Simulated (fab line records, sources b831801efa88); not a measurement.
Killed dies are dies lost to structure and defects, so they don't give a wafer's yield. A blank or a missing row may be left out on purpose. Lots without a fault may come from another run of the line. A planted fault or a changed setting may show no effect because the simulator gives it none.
fab line records | flow gf180mcu
record lots=5 wafers=23
route steps=602 shown M1@319 V1@339 V2@391 M3@410 V3@450 M4@460 V4@487 MIM@506 TOP_METAL@580
start_h: hours from the record's first day to the start of the lot's first wafer shown | wait_h: hours since the lot's step before | " the same as in the row above | L1.1+2: a row that stands for several wafers | - no value, or no start given | * or withheld: withheld | < > ~ a bound
route shown NAME@n: a module of which the file shows steps, and the number in the route of the first | usual: mean/standard deviation of fault-free wafers | same: alike in all rows | chamber/n: place in a boat | sites: the reading at each site | _std_site: their standard deviation | _edge_site: outer sites' mean less inner sites' | radius_mm: how far each site lies from the wafer's centre | mask NAME#n: copy n | behind: the tool/chamber that last shaped the wafer | hold: why the lot was held/for how many hours/how that ended | device: the transistor (n, p or np) that didn't switch | end of line: the same wafers' tests at the end of the route | a step without rows: its recipe alone | killed: dies lost to structure and defects at the first sort, not the wafer's yield | map: a wafer's dies, x killed, . not, _ none there
set.NAME: the setting as run; set.NAME@STEP: as run at that earlier step | model.NAME: the simulator's own value behind a step, which no gauge read
lots whose settings were changed on purpose; a table a step, a row a wafer
## steps
# step GF_M1_SPUTTER_04
# recipe material=TiN target_thk_nm=50 power_w=6500 time_s=41.7 chamber_pressure_pa=0.4
# columns lot.wafer tool chamber start_h wait_h set.power_w model.TiN_of_M1_SPUTTER_04.thk_nm
L074.1 pvd_sputter-04 - 356.86 0.0 6500 49.87
L074.3 " - " " 6500 49.73
L074.4 " - " " 6500 50.29
L074.5 " - " " 7166 55.01
L074.6 " - " " 7166 55.43
L076.1 pvd_sputter-02 - 386.71 0.0 6500 48.95
L076.2 " - " " 6500 49.06
L076.3+5 " - " " 6500 49.01
L076.6 " - " " 6500 48.99
L078.1 pvd_sputter-01 - 400.74 0.0 6500 49.44
L078.2 " - " " 6500 50.14
L078.3 " - " " 6500 50.62
L078.4 " - " " 6500 49.9
L078.5 " - " " 6500 49.96
L079.1 pvd_sputter-02 - 409.88 0.0 6500 49.6
L079.4 " - " " 6500 49.59
L079.6 " - " " 6500 49.22
L085.1 pvd_sputter-02 - 464.43 0.0 6979 53.23
L085.2 " - " " 6979 53.04
L085.3 " - " " 6979 53.14
L085.4 " - " " 6500 49.74
L085.6 " - " " 6500 49.45
# step GF_V1_CMP_04
# recipe material=SiO2 down_force_psi=4 platen_rpm=60 pad_velocity_m_s=0.94248
# columns lot.wafer tool chamber start_h wait_h set.leave_above_ref_nm model.SiO2_of_V1_CVD_02.thk_nm
L074.3 cmp-01 0 380.25 0.1 632.5 633.7
L074.4 " 1 " " 632.5 631.7
L074.1 " 2 " " 632.5 632.3
L074.5 " 3 " " 632.5 632.5
L074.6 " 0 " " 632.5 633.1
L076.3 cmp-01 0 410.76 0.0 632.5 634.3
L076.2 " 1 " " 646.7 644.8
L076.1 " 3 " " 646.7 646.8
L076.5 " 0 " " 646.7 648.3
L076.6 " 1 " " 632.5 631
L078.1 cmp-01 3 424.96 0.2 632.5 633.9
L078.3 " 0 " " 632.5 635.1
L078.4 " 1 " " 632.5 632
L078.2 " 2 " " 632.5 633.2
L078.5 " 3 " " 632.5 633.8
L079.4 cmp-01 3 434.93 0.0 632.5 632.7
L079.1 " 0 " " 632.5 635.1
L079.6 " 3 " " 632.5 633.6
L085.4 cmp-01 1 489.60 0.2 632.5 633
L085.3+6 " 2 " " 671 671.9
L085.1 " 3 " " 671 672.9
L085.2 " 0 " " 632.5 635
# step GF_V1_SOFTBAKE_10
# recipe temp_c=130 time_s=60 resist=KrF
# columns lot.wafer tool chamber start_h wait_h set.temp_c
L074.1+3+4+5+6 litho_track-04 0 - - 130
L076.1+2+3+5+6 litho_track-02 0 - - 130
L078.1+4 litho_track-02 0 - - 130
L078.2+3+5 " 0 " " 131.9
L079.1+4+6 litho_track-02 0 - - 130
L085.1+4+6 litho_track-03 0 - - 130
L085.2+3 " 0 " " 133.3
# step GF_V1_EXPOSE_11
# recipe mask_id=Via1 target_cd_nm=260 na=0.68 source_shape=conventional sigma_outer=0.6 dose_mj=38
# step GF_V1_PEB_12
# recipe peb_temp_c=135 peb_time_s=90 resist=KrF
# step GF_V1_ETCH_16
# recipe chemistry=N2/H2 target_depth_a=withheld overetch_a=withheld time_s=withheld target=BARC ion_energy_ev=200 source_w=500 bias_w=100 pressure_mtorr=30 n2_flow_sccm=100 h2_flow_sccm=200
# step GF_V1_ETCH_17
# recipe chemistry=C4F8/O2/Ar mask_material=KrF target=SiO2 stop_on=TiN source_w=1529 bias_w=1200 pressure_mtorr=40 c4f8_flow_sccm=withheld O2_flow_sccm=6 Ar_flow_sccm=300 time_s=withheld target_depth_a=6300
# usual oes_product_au=0.856/0.0047
# columns lot.wafer tool chamber start_h wait_h set.leave_above_ref_nm@V1_CMP_04 oes_product_au
L074.1 rie_diel-01 1 - - 632.5 0.853
L074.3 " 0 " " 632.5 0.854
L074.4 " 3 " " 632.5 0.850
L074.5 " 1 " " 632.5 0.860
L074.6 " 0 " " 632.5 0.863
L076.1 rie_diel-02 1 - - 646.7 0.863
L076.2 " 2 " " 646.7 0.877
L076.3 " 3 " " 632.5 0.852
L076.5 " 2 " " 646.7 0.868
L076.6 " 1 " " 632.5 0.852
L078.1 rie_diel-04 2 - - 632.5 0.855
L078.2 " 1 " " 632.5 0.854
L078.3 " 3 " " 632.5 0.863
L078.4 " 2 " " 632.5 0.861
L078.5 " 3 " " 632.5 0.859
L079.1 rie_diel-02 3 - - 632.5 0.861
L079.4 " 0 " " 632.5 0.859
L079.6 " 2 " " 632.5 0.860
L085.1 rie_diel-01 0 - - 671 0.890
L085.2 " 3 " " 632.5 0.858
L085.3 " 2 " " 671 0.886
L085.4 " 1 " " 632.5 0.853
L085.6 " 0 " " 671 0.882
# step GF_V2_COAT_09
# recipe resist=KrF spin_rpm=withheld resist_thk_nm=1000
# columns lot.wafer tool chamber start_h wait_h set.resist_thk_nm model.KrF_of_V2_COAT_09.thk_nm
L074.1 litho_track-01 0 - - 1000 995.1
L074.3 " 0 " " 1000 997.1
L074.4 " 0 " " 1000 997.9
L074.5 " 0 " " 1000 998.5
L074.6 " 0 " " 1000 996.1
L076.1 litho_track-01 0 - - 1000 1000
L076.2 " 0 " " 1000 998.5
L076.3 " 0 " " 978.5 978.7
L076.5 " 0 " " 978.5 980.6
L076.6 " 0 " " 1000 1004
L078.1 litho_track-04 0 - - 1000 1000
L078.2 " 0 " " 1000 997.9
L078.3 " 0 " " 1000 995.5
L078.4 " 0 " " 1000 996.6
L078.5 " 0 " " 1000 1002
L079.1 litho_track-01 0 - - 1000 996.8
L079.4 " 0 " " 1000 997.4
L079.6 " 0 " " 1000 999.5
L085.1 litho_track-01 0 - - 1056 1060
L085.2 " 0 " " 1056 1061
L085.3 " 0 " " 1000 1007
L085.4 " 0 " " 1000 1008
L085.6 " 0 " " 1056 1062
# step GF_V2_SOFTBAKE_10
# recipe temp_c=130 time_s=60 resist=KrF
# columns lot.wafer tool chamber start_h wait_h set.temp_c
L074.1+3+5 litho_track-01 0 - - 130
L074.4+6 " 0 " " 128.5
L076.1+6 litho_track-01 0 - - 130
L076.2+3+5 " 0 " " 126.6
L078.1+3+5 litho_track-04 0 - - 130
L078.2+4 " 0 " " 133.7
L079.1+4+6 litho_track-01 0 - - 130
L085.1+2+4 litho_track-01 0 - - 130
L085.3+6 " 0 " " 133.6
# step GF_V2_EXPOSE_11
# recipe mask_id=Via2 target_cd_nm=260 na=0.68 source_shape=conventional sigma_outer=0.6 dose_mj=38
# step GF_V2_PEB_12
# recipe peb_temp_c=135.8 peb_time_s=90 resist=KrF
# step GF_V2_ETCH_16
# recipe chemistry=N2/H2 target_depth_a=withheld overetch_a=withheld time_s=withheld target=BARC ion_energy_ev=200 source_w=500 bias_w=100 pressure_mtorr=30 n2_flow_sccm=100 h2_flow_sccm=200
# step GF_V2_ETCH_17
# recipe chemistry=C4F8/O2/Ar mask_material=KrF target=SiO2 stop_on=TiN source_w=1500 bias_w=1200 pressure_mtorr=40 c4f8_flow_sccm=withheld O2_flow_sccm=6 Ar_flow_sccm=300 time_s=withheld target_depth_a=6300
# step GF_V2_STRIP_18
# recipe chemistry=O2/N2 power_w=1400 pressure_mtorr=1500 platen_temp_c=250 o2_flow_sccm=3000 n2_flow_sccm=300 overash_fraction=0.5
# usual oes_product_au=0.592/0.0048
# columns lot.wafer tool chamber start_h wait_h set.resist_thk_nm@V2_COAT_09 oes_product_au
L074.1 plasma_asher-03 1 459.17 - 1000 0.592
L074.3 " 0 " " 1000 0.593
L074.4 " 1 " " 1000 0.590
L074.5 " 0 " " 1000 0.590
L074.6 " 1 " " 1000 0.597
L076.1 plasma_asher-03 1 486.82 - 1000 0.594
L076.2 " 0 " " 1000 0.592
L076.3 " 1 " " 978.5 0.587
L076.5 " 1 " " 978.5 0.578
L076.6 " 0 " " 1000 0.589
L078.1 plasma_asher-03 1 500.39 - 1000 0.591
L078.2 " 0 " " 1000 0.587
L078.3 " 0 " " 1000 0.589
L078.4 " 1 " " 1000 0.591
L078.5 " 0 " " 1000 0.596
L079.1 plasma_asher-03 1 510.27 - 1000 0.593
L079.4 " 0 " " 1000 0.591
L079.6 " 1 " " 1000 0.595
L085.1 plasma_asher-02 1 560.92 - 1056 0.617
L085.2 " 0 " " 1056 0.626
L085.3 " 0 " " 1000 0.590
L085.4 " 1 " " 1000 0.599
L085.6 " 1 " " 1056 0.616
# step GF_M3_SPUTTER_01
# recipe material=TiN target_thk_nm=30 power_w=6500 time_s=25 chamber_pressure_pa=0.4
# columns lot.wafer tool chamber start_h wait_h set.power_w model.TiN_of_M3_SPUTTER_01.thk_nm
L074.1+6 pvd_sputter-01 - 460.49 0.1 6293 28.93
L074.3 " - " " 6500 29.94
L074.4 " - " " 6500 30.01
L074.5 " - " " 6500 29.99
L076.1 pvd_sputter-02 - 488.14 0.1 6500 30.06
L076.2 " - " " 6500 30.1
L076.3 " - " " 6500 30.18
L076.5 " - " " 6500 29.92
L076.6 " - " " 6500 30.23
L078.1 pvd_sputter-02 - 501.72 0.1 6500 29.69
L078.2 " - " " 6500 29.83
L078.3 " - " " 6500 29.42
L078.4 " - " " 6500 29.94
L078.5 " - " " 6500 29.78
L079.1 pvd_sputter-02 - 511.59 0.1 6500 29.72
L079.4 " - " " 6500 29.55
L079.6 " - " " 6500 29.73
L085.1 pvd_sputter-01 - 562.27 0.1 6024 27.66
L085.2 " - " " 6500 29.84
L085.3 " - " " 6024 27.41
L085.4 " - " " 6500 29.93
L085.6 " - " " 6500 29.94
# step GF_M3_SPUTTER_04
# recipe material=TiN target_thk_nm=50 power_w=6500 time_s=41.7 chamber_pressure_pa=0.4
# columns lot.wafer tool chamber start_h wait_h set.power_w model.TiN_of_M3_SPUTTER_04.thk_nm
L074.1 pvd_sputter-01 - 460.57 0.0 6500 50.11
L074.3 " - " " 6500 49.24
L074.4 " - " " 6500 49.3
L074.5 " - " " 6500 49.73
L074.6 " - " " 6500 49.34
L076.1 pvd_sputter-02 - 488.22 0.0 6500 49.64
L076.2 " - " " 6500 49.62
L076.3 " - " " 7004 53.54
L076.5 " - " " 7004 54.23
L076.6 " - " " 7004 53.32
L078.1 pvd_sputter-02 - 501.80 0.0 6500 50.28
L078.2 " - " " 6500 50.13
L078.3 " - " " 6121 46.98
L078.4 " - " " 6500 49.74
L078.5 " - " " 6121 46.76
L079.1 pvd_sputter-02 - 511.67 0.0 6500 49.84
L079.4 " - " " 6500 49.42
L079.6 " - " " 6500 49.73
L085.1 pvd_sputter-01 - 562.35 0.0 6500 49.5
L085.2 " - " " 6500 49.71
L085.3 " - " " 6500 50.5
L085.4 " - " " 6500 49.9
L085.6 " - " " 6500 49.77
# step GF_V3_SPUTTER_21
# recipe material=Ti target_thk_nm=15 chamber_pressure_pa=5 power_w=2500 substrate_temp_c=200 time_s=80.02
# columns lot.wafer tool chamber start_h wait_h set.power_w model.Ti_of_V3_SPUTTER_21.thk_nm
L074.1 pvd_sputter-01 - 509.63 0.0 2336 14.1
L074.3 " - " " 2500 15.08
L074.4 " - " " 2336 13.9
L074.5 " - " " 2336 13.91
L074.6 " - " " 2500 15.01
L076.1 pvd_sputter-01 - 535.88 0.0 2294 13.79
L076.2 " - " " 2500 15
L076.3 " - " " 2294 13.72
L076.5 " - " " 2500 15.1
L076.6 " - " " 2500 14.99
L078.1 pvd_sputter-01 - 552.55 0.0 2773 16.37
L078.2+5 " - " " 2773 16.42
L078.3 " - " " 2500 14.8
L078.4 " - " " 2500 14.78
L079.1 pvd_sputter-03 - 559.18 0.0 2500 14.8
L079.4 " - " " 2500 14.6
L079.6 " - " " 2500 14.61
L085.1 pvd_sputter-02 - 608.61 0.0 2500 15.1
L085.2 " - " " 2500 14.92
L085.3 " - " " 2500 15.07
L085.4 " - " " 2500 14.85
L085.6 " - " " 2500 14.79
# step GF_M4_SPUTTER_04
# recipe material=TiN target_thk_nm=50 power_w=6500 time_s=41.7 chamber_pressure_pa=0.4
# columns lot.wafer tool chamber start_h wait_h set.power_w model.TiN_of_M4_SPUTTER_04.thk_nm
L074.1 pvd_sputter-03 - 510.50 0.0 6500 49.85
L074.3 " - " " 6500 49.5
L074.4 " - " " 6772 52.05
L074.5 " - " " 6500 49.27
L074.6 " - " " 6772 51.6
L076.1 pvd_sputter-02 - 536.75 0.0 7118 55.28
L076.2 " - " " 7118 55.12
L076.3 " - " " 7118 54.48
L076.5 " - " " 6500 49.98
L076.6 " - " " 6500 50.18
L078.1 pvd_sputter-03 - 553.42 0.0 6500 50.41
L078.2 " - " " 6945 53.48
L078.3 " - " " 6500 49.86
L078.4 " - " " 6945 53.53
L078.5 " - " " 6945 53.29
L079.1 pvd_sputter-04 - 560.05 0.0 6500 50.98
L079.4 " - " " 6500 49.35
L079.6 " - " " 6500 50.42
L085.1 pvd_sputter-02 - 609.50 0.0 6500 49.4
L085.2 " - " " 6730 51.4
L085.3 " - " " 6730 51.38
L085.4 " - " " 6500 49.27
L085.6 " - " " 6500 48.75
# step GF_V4_EXPOSE_11
# recipe mask_id=Via4 target_cd_nm=260 na=0.68 source_shape=conventional sigma_outer=0.6 dose_mj=38
# columns lot.wafer tool chamber start_h wait_h mask set.dose_mj
L074.1+5+6 krf_scanner-01 0 - - Via4#0 38
L074.3+4 " 0 " " Via4#0 40.18
L076.1+3+6 krf_scanner-02 0 - - Via4#0 37.16
L076.2+5 " 0 " " Via4#0 38
L078.1+2+3+4+5 krf_scanner-02 0 - - Via4#0 38
L079.1+4+6 krf_scanner-02 0 - - Via4#0 38
L085.1+2+6 krf_scanner-02 0 - - Via4#0 36.88
L085.3+4 " 0 " " Via4#0 38
# step GF_V4_PEB_12
# recipe peb_temp_c=135 peb_time_s=90 resist=KrF
# step GF_V4_DEVELOP_13
# recipe develop_time_s=60 resist=KrF dev_temp_c=21
# step GF_V4_CD_MEAS_14
# recipe target_cd_nm=260
# usual cd_nm=259.7/1.2
# columns lot.wafer tool chamber start_h wait_h set.dose_mj@V4_EXPOSE_11 cd_nm
L074.1 cd_sem-01 - 557.45 0.2 38 258.9
L074.3 " - " " 40.18 268.5
L074.4 " - " " 40.18 267.5
L074.5 " - " " 38 259.4
L074.6 " - " " 38 260.1
L076.1 cd_sem-01 - 582.81 0.1 37.16 256.9
L076.2 " - " " 38 260.3
L076.3 " - " " 37.16 256.0
L076.5 " - " " 38 259.0
L076.6 " - " " 37.16 255.4
L078.1 cd_sem-01 - 597.33 0.1 38 257.7
L078.2 " - " " 38 257.4
L078.3 " - " " 38 259.0
L078.4 " - " " 38 258.1
L078.5 " - " " 38 257.6
L079.1 cd_sem-01 - 604.78 0.1 38 260.5
L079.4 " - " " 38 260.3
L079.6 " - " " 38 260.5
L085.1 cd_sem-02 - 651.71 0.1 36.88 256.4
L085.2 " - " " 36.88 256.4
L085.3 " - " " 38 259.9
L085.4 " - " " 38 261.4
L085.6 " - " " 36.88 255.2
# step GF_V4_ETCH_16
# recipe chemistry=N2/H2 target_depth_a=withheld overetch_a=withheld time_s=withheld target=BARC ion_energy_ev=200 source_w=500 bias_w=100 pressure_mtorr=30 n2_flow_sccm=100 h2_flow_sccm=200
# columns lot.wafer tool chamber start_h wait_h set.dose_mj@V4_EXPOSE_11 model.V4.cd_nm
L074.1 rie_diel-01 3 557.61 0.0 38 257.2
L074.3 " 1 " " 40.18 268.3
L074.4 " 0 " " 40.18 268.5
L074.5 " 3 " " 38 258.1
L074.6 " 0 " " 38 260.6
L076.1 rie_diel-03 0 582.96 0.0 37.16 257.4
L076.2 " 1 " " 38 261.3
L076.3 " 2 " " 37.16 256.5
L076.5 " 2 " " 38 259.6
L076.6 " 1 " " 37.16 256.1
L078.1 rie_diel-01 2 597.49 0.0 38 257.7
L078.2 " 1 " " 38 256.9
L078.3 " 3 " " 38 258.2
L078.4 " 0 " " 38 259
L078.5 " 0 " " 38 257.9
L079.1 rie_diel-01 3 604.94 0.0 38 259.5
L079.4 " 0 " " 38 261.1
L079.6 " 1 " " 38 260.1
L085.1 rie_diel-01 1 651.86 0.0 36.88 256.1
L085.2 " 0 " " 36.88 257.4
L085.3 " 3 " " 38 259
L085.4 " 2 " " 38 260.9
L085.6 " 1 " " 36.88 254.2
# step GF_V4_ETCH_17
# recipe chemistry=C4F8/O2/Ar mask_material=KrF target=SiO2 stop_on=TiN source_w=1500 bias_w=1200 pressure_mtorr=40 c4f8_flow_sccm=withheld O2_flow_sccm=6 Ar_flow_sccm=300 time_s=withheld target_depth_a=6300
# columns lot.wafer tool chamber start_h wait_h set.dose_mj@V4_EXPOSE_11 model.V4.cd_nm
L074.1 rie_diel-01 3 - - 38 257.5
L074.3 " 1 " " 40.18 268.9
L074.4 " 0 " " 40.18 269.2
L074.5 " 3 " " 38 258.8
L074.6 " 0 " " 38 261
L076.1 rie_diel-03 0 - - 37.16 257.7
L076.2 " 1 " " 38 262
L076.3+6 " 2,1 " " 37.16 256.5
L076.5 " 2 " " 38 260.1
L078.1 rie_diel-01 2 - - 38 257.6
L078.2 " 1 " " 38 257.5
L078.3 " 3 " " 38 258.7
L078.4 " 0 " " 38 259.2
L078.5 " 0 " " 38 258.3
L079.1 rie_diel-01 3 - - 38 259.7
L079.4 " 0 " " 38 261.5
L079.6 " 1 " " 38 260.6
L085.1 rie_diel-01 1 - - 36.88 256.3
L085.2 " 0 " " 36.88 257.4
L085.3 " 3 " " 38 259
L085.4 " 2 " " 38 260.4
L085.6 " 1 " " 36.88 254.3
# step GF_MIM_SPUTTER_03
# recipe material=Ti target_thk_nm=10 substrate_temp_c=300 chamber_pressure_pa=0.3 power_w=3000 time_s=6.7
# columns lot.wafer tool chamber start_h wait_h set.time_s model.Ti_of_MIM_SPUTTER_03.thk_nm
L074.1 pvd_sputter-01 - 559.27 0.0 7.426 11.06
L074.3 " - " " 6.7 10.06
L074.4 " - " " 6.7 9.878
L074.5 " - " " 7.426 10.97
L074.6 " - " " 6.7 9.979
L076.1 pvd_sputter-02 - 584.48 0.0 6.7 9.855
L076.2 " - " " 6.7 10.15
L076.3 " - " " 6.7 10
L076.5 " - " " 6.7 10.07
L076.6 " - " " 6.7 9.962
L078.1 pvd_sputter-01 - 599.03 0.0 5.748 8.672
L078.2 " - " " 5.748 8.801
L078.3 " - " " 6.7 10.12
L078.4+5 " - " " 6.7 10.04
L079.1 pvd_sputter-02 - 606.45 0.0 6.7 10.39
L079.4 " - " " 6.7 10.23
L079.6 " - " " 6.7 10.45
L085.1 pvd_sputter-02 - 653.54 0.0 6.7 9.947
L085.2 " - " " 6.7 10.09
L085.3+6 " - " " 7 10.28
L085.4 " - " " 7 10.39
# step GF_TOP_METAL_DEVELOP_13
# recipe develop_time_s=60 dev_temp_c=23
# columns lot.wafer tool chamber start_h wait_h set.dev_temp_c
L074.1+5+6 litho_track-01 0 646.38 0.1 21.92
L074.3+4 " 0 " " 23
L076.1+3 litho_track-01 0 669.98 0.1 25.49
L076.2+5+6 " 0 " " 23
L078.1+2+5 litho_track-04 0 683.31 0.1 24.09
L078.3+4 " 0 " " 23
L079.1+4+6 litho_track-01 0 690.43 0.1 23
L085.1+4 litho_track-03 0 732.03 0.1 20.18
L085.2+3+6 " 0 " " 23
# step GF_TOP_METAL_CD_MEAS_14
# recipe target_cd_nm=440
# usual cd_nm=439.9/2
# columns lot.wafer tool chamber start_h wait_h set.dev_temp_c@TOP_METAL_DEVELOP_13 cd_nm
L074.1 cd_sem-02 - 646.53 0.1 21.92 435.6
L074.3 " - " " 23 437.3
L074.4 " - " " 23 437.5
L074.5 " - " " 21.92 434.9
L074.6 " - " " 21.92 436.5
L076.1 cd_sem-01 - 670.13 0.1 25.49 448.3
L076.2 " - " " 23 443.1
L076.3 " - " " 25.49 446.8
L076.5 " - " " 23 440.1
L076.6 " - " " 23 441.3
L078.1 cd_sem-02 - 683.46 0.1 24.09 445.3
L078.2 " - " " 24.09 442.6
L078.3 " - " " 23 440.1
L078.4 " - " " 23 441.1
L078.5 " - " " 24.09 444.3
L079.1 cd_sem-01 - 690.58 0.1 23 441.8
L079.4 " - " " 23 441.8
L079.6 " - " " 23 438.9
L085.1 cd_sem-02 - 732.18 0.1 20.18 433.2
L085.2 " - " " 23 440.5
L085.3 " - " " 23 440.2
L085.4 " - " " 20.18 432.1
L085.6 " - " " 23 437.8
## key
split step=GF_M1_SPUTTER_04 setting=power_w stated=6500 by=wafer
response step=GF_M1_SPUTTER_04 reading=model.TiN_of_M1_SPUTTER_04.thk_nm change=+0.502 per=1% r=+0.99
split step=GF_V1_CMP_04 setting=leave_above_ref_nm stated=632.5 by=wafer
response step=GF_V1_CMP_04 reading=model.SiO2_of_V1_CVD_02.thk_nm change=+6.27 per=1% r=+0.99
response step=GF_V1_ETCH_17 reading=oes_product_au change=+0.00535 per=1% r=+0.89
split step=GF_V1_SOFTBAKE_10 setting=temp_c stated=130 by=wafer
response none clear
split step=GF_V2_COAT_09 setting=resist_thk_nm stated=1000 by=wafer
response step=GF_V2_COAT_09 reading=model.KrF_of_V2_COAT_09.thk_nm change=+9.62 per=1% r=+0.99
response step=GF_V2_STRIP_18 reading=oes_product_au change=+0.00446 per=1% r=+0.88
split step=GF_V2_SOFTBAKE_10 setting=temp_c stated=130 by=wafer
response none clear
split step=GF_M3_SPUTTER_01 setting=power_w stated=6500 by=wafer
response step=GF_M3_SPUTTER_01 reading=model.TiN_of_M3_SPUTTER_01.thk_nm change=+0.324 per=1% r=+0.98
split step=GF_M3_SPUTTER_04 setting=power_w stated=6500 by=wafer
response step=GF_M3_SPUTTER_04 reading=model.TiN_of_M3_SPUTTER_04.thk_nm change=+0.532 per=1% r=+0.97
split step=GF_V3_SPUTTER_21 setting=power_w stated=2500 by=wafer
response step=GF_V3_SPUTTER_21 reading=model.Ti_of_V3_SPUTTER_21.thk_nm change=+0.153 per=1% r=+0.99
split step=GF_M4_SPUTTER_04 setting=power_w stated=6500 by=wafer
response step=GF_M4_SPUTTER_04 reading=model.TiN_of_M4_SPUTTER_04.thk_nm change=+0.517 per=1% r=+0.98
split step=GF_V4_EXPOSE_11 setting=dose_mj stated=38 by=wafer
response step=GF_V4_CD_MEAS_14 reading=cd_nm change=+1.52 per=1% r=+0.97
response step=GF_V4_ETCH_16 reading=model.V4.cd_nm change=+1.64 per=1% r=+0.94
response step=GF_V4_ETCH_17 reading=model.V4.cd_nm change=+1.66 per=1% r=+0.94
split step=GF_MIM_SPUTTER_03 setting=time_s stated=6.7 by=wafer
response step=GF_MIM_SPUTTER_03 reading=model.Ti_of_MIM_SPUTTER_03.thk_nm change=+0.0928 per=1% r=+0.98
split step=GF_TOP_METAL_DEVELOP_13 setting=dev_temp_c stated=23 by=wafer
response step=GF_TOP_METAL_CD_MEAS_14 reading=cd_nm change=+0.557 per=1% r=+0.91
